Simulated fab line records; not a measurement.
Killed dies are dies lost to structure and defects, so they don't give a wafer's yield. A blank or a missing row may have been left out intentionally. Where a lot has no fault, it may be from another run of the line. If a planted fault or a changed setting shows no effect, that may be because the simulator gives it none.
Which of the tools did it? ; flow sky130 ; 13 lots, 39 wafers sampled, at 4 steps of a route of 708

## WHAT EACH GAUGE READ, for each wafer
SKY_FIELD_ISO_CD_MEAS_13: target cd 150 nm.
lot;measured;on;cd-nm (nm)
L996;day 2 10:32;cd-sem-02;151.6 152.3 151.6
L997;day 2 16:17;cd-sem-02;148.6 149.1 149.8
L998;day 2 21:30;cd-sem-02;151.3 151.0 150.3
L999;day 3 01:09;cd-sem-02;153.8 152.1 153.8
L100;day 3 07:08;cd-sem-01;150.7 150.2 151.4
L101;day 3 11:12;cd-sem-02;150.0 149.3 151.9
L102;day 3 17:08;cd-sem-01;147.9 150.2 151.1
L105;day 4 10:09;cd-sem-01;147.8 148.2 148.7
L110;day 5 10:40;cd-sem-02;150.8 151.2 150.8
L112;day 5 20:27;cd-sem-01;151.3 150.7 148.9
L113;day 6 02:51;cd-sem-01;152.1 151.4 150.8
L115;day 6 14:48;cd-sem-02;149.3 149.9 148.3
L116;day 6 19:03;cd-sem-02;150.7 152.3 149.9

SKY_VT_ADJUST_HVTR_CD_MEAS_07: target cd 380 nm.
lot;measured;on;cd-nm (nm)
L996;day 9 21:02;cd-sem-02;378.9 379.7 380.0
L997;day 10 07:02;cd-sem-02;377.2 379.4 380.0
L998;day 10 19:56;cd-sem-02;384.1 383.4 384.9
L999;day 11 00:56;cd-sem-01;378.9 379.0 379.6
L100;day 11 08:07;cd-sem-02;379.1 380.7 381.2
L101;day 11 14:03;cd-sem-02;382.8 381.5 380.8
L102;day 11 15:07;cd-sem-01;376.8 372.9 375.6
L105;day 12 16:01;cd-sem-01;378.7 377.9 379.0
L110;day 14 06:08;cd-sem-01;383.0 380.4 382.1
L112;day 14 20:30;cd-sem-02;375.5 373.9 379.4
L113;day 15 03:13;cd-sem-02;380.0 384.2 382.3
L115;day 15 23:14;cd-sem-02;379.4 381.3 379.3
L116;day 16 01:56;cd-sem-01;382.7 380.0 383.2

## WHAT TOOL EACH LOT RAN ON (gives the tool, then ch and the chambers of the sampled wafers, and finally the start)
lot;SKY_FIELD_ISO_ETCH_15;SKY_VT_ADJUST_NCORE_STRIP_10
L996;rie-diel-04 ch 0,1,3, day 2 10:40;plasma-asher-03 ch 0,1, day 8 22:52
L997;rie-diel-01 ch 0,1,3, day 2 16:27;plasma-asher-03 ch 0,1, day 9 08:02
L998;rie-diel-04 ch 0,2,3, day 2 21:39;plasma-asher-03 ch 0,1, day 9 20:40
L999;rie-diel-04 ch 0,3, day 3 01:18;plasma-asher-03 ch 0,1, day 10 01:11
L100;rie-diel-01 ch 0,2, day 3 07:18;plasma-asher-01 ch 0, day 10 08:37
L101;rie-diel-01 ch 0,1,3, day 3 11:21;plasma-asher-03 ch 1, day 10 14:16
L102;rie-diel-01 ch 0,1,2, day 3 17:17;plasma-asher-03 ch 0,1, day 10 14:56
L105;rie-diel-04 ch 1,3, day 4 10:19;plasma-asher-03 ch 0,1, day 11 15:08
L110;rie-diel-04 ch 1,3, day 5 10:49;plasma-asher-03 ch 0,1, day 13 04:49
L112;rie-diel-01 ch 0,1, day 5 20:36;plasma-asher-04 ch 0,1, day 13 18:13
L113;rie-diel-01 ch 0,1,2, day 6 03:01;plasma-asher-01 ch 0,1, day 14 01:11
L115;rie-diel-04 ch 0,1,3, day 6 14:57;plasma-asher-04 ch 0,1, day 14 20:17
L116;rie-diel-04 ch 1,2,3, day 6 19:12;plasma-asher-03 ch 0, day 14 23:17
- SKY_FIELD_ISO_ETCH_15: etches the open film in CHF3/O2, stops on Si, target depth 180 nm, time 72 s.
- SKY_VT_ADJUST_NCORE_STRIP_10: strips in O2/N2.

## WHAT THE TOOLS THEMSELVES READ (means of the sampled wafers that have a number; where no wafer has one, the mark that the record gives instead)
SKY_FIELD_ISO_ETCH_15.
lot;tool;bias-w (W);drypump-motor-current-A (A);oes-product-au (a.u.);throttle-valve-pct (%)
L996;rie-diel-04;199.7;5.2;0.944;8.844
L997;rie-diel-01;199.8;5.9;0.937;8.835
L998;rie-diel-04;199.6;5.4;0.941;8.849
L999;rie-diel-04;200.2;5.0;0.943;8.833
L100;rie-diel-01;199.6;5.7;0.941;8.859
L101;rie-diel-01;199.8;5.9;0.937;8.849
L102;rie-diel-01;199.7;5.9;0.942;8.845
L105;rie-diel-04;199.3;5.1;0.938;8.836
L110;rie-diel-04;200.5;5.3;0.939;8.841
L112;rie-diel-01;180.2;6.0;0.945;8.843
L113;rie-diel-01;179.7;5.9;0.943;8.843
L115;rie-diel-04;199.5;5.2;0.947;8.846
L116;rie-diel-04;200.0;5.6;0.949;8.843

SKY_VT_ADJUST_NCORE_STRIP_10.
lot;tool;drypump-motor-current-A (A);oes-product-au (a.u.);strip-time-to-endpoint-s (s)
L996;plasma-asher-03;6.4;0.719;14.23
L997;plasma-asher-03;6.2;0.713;14.16
L998;plasma-asher-03;6.4;0.714;14.16
L999;plasma-asher-03;6.2;0.715;14.11
L100;plasma-asher-01;5.3;0.717;14.17
L101;plasma-asher-03;6.7;0.719;14.17
L102;plasma-asher-03;6.2;0.712;14.12
L105;plasma-asher-03;6.4;0.714;14.14
L110;plasma-asher-03;6.4;0.720;14.18
L112;plasma-asher-04;5.2;0.713;14.13
L113;plasma-asher-01;5.3;0.721;14.16
L115;plasma-asher-04;5.2;0.719;14.15
L116;plasma-asher-03;5.9;0.716;14.18

## THE ANSWER, worked out from the rows above alone
Rule: the usual values come from the lots themselves. The widest of any qualifying gaps counts: lots, ordered by their means at a reading, are off when they make up no more than a third of the lots, leave a main group of 4 or more, and stand apart from it by 3 or more times the standard deviation of that group's means. The tables above print the reading to a certain number of digits; a main group whose means all agree to those digits is not used. Also off: a lot with no number at a reading for which 4 or more lots have one. Where the step has rows for the other lots, those lots are counted as sound. Order of review: gauges by route order, followed by the tools' own readings, for which a lot's mean as printed above is used. At the first step where some lot is off, the reading lying furthest off is the one used; lots without a number count as furthest.
Off at SKY_FIELD_ISO_ETCH_15 (bias-w): L112, L113. Main group: mean 199.8 W, sd 0.32.
A tool fits if, at that step or a process step before it, it ran every lot that is off, and no sound lot after the first of them. One candidate fits, namely rie-diel-01 at SKY_FIELD_ISO_ETCH_15. A fault onset in the window from L102 (day 3 17:17, its last sound lot) to L112 (day 5 20:36, its first lot off) fits.
On the lots that are off, the tool's own readings at SKY_FIELD_ISO_ETCH_15 differ by more than 5 times the standard deviation of the sound lots' means, which bears it out; bias-w reads 179.9 W there versus 199.8 W on the sound lots.

## WHAT THE SIMULATOR PUT IN
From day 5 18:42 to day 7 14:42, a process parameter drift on rie-diel-01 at SKY_FIELD_ISO_ETCH_15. Setting bias-w shifted by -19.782 from 200. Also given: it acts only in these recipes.
Shown lots that were struck: L112, L113. Same finding as the rule above.
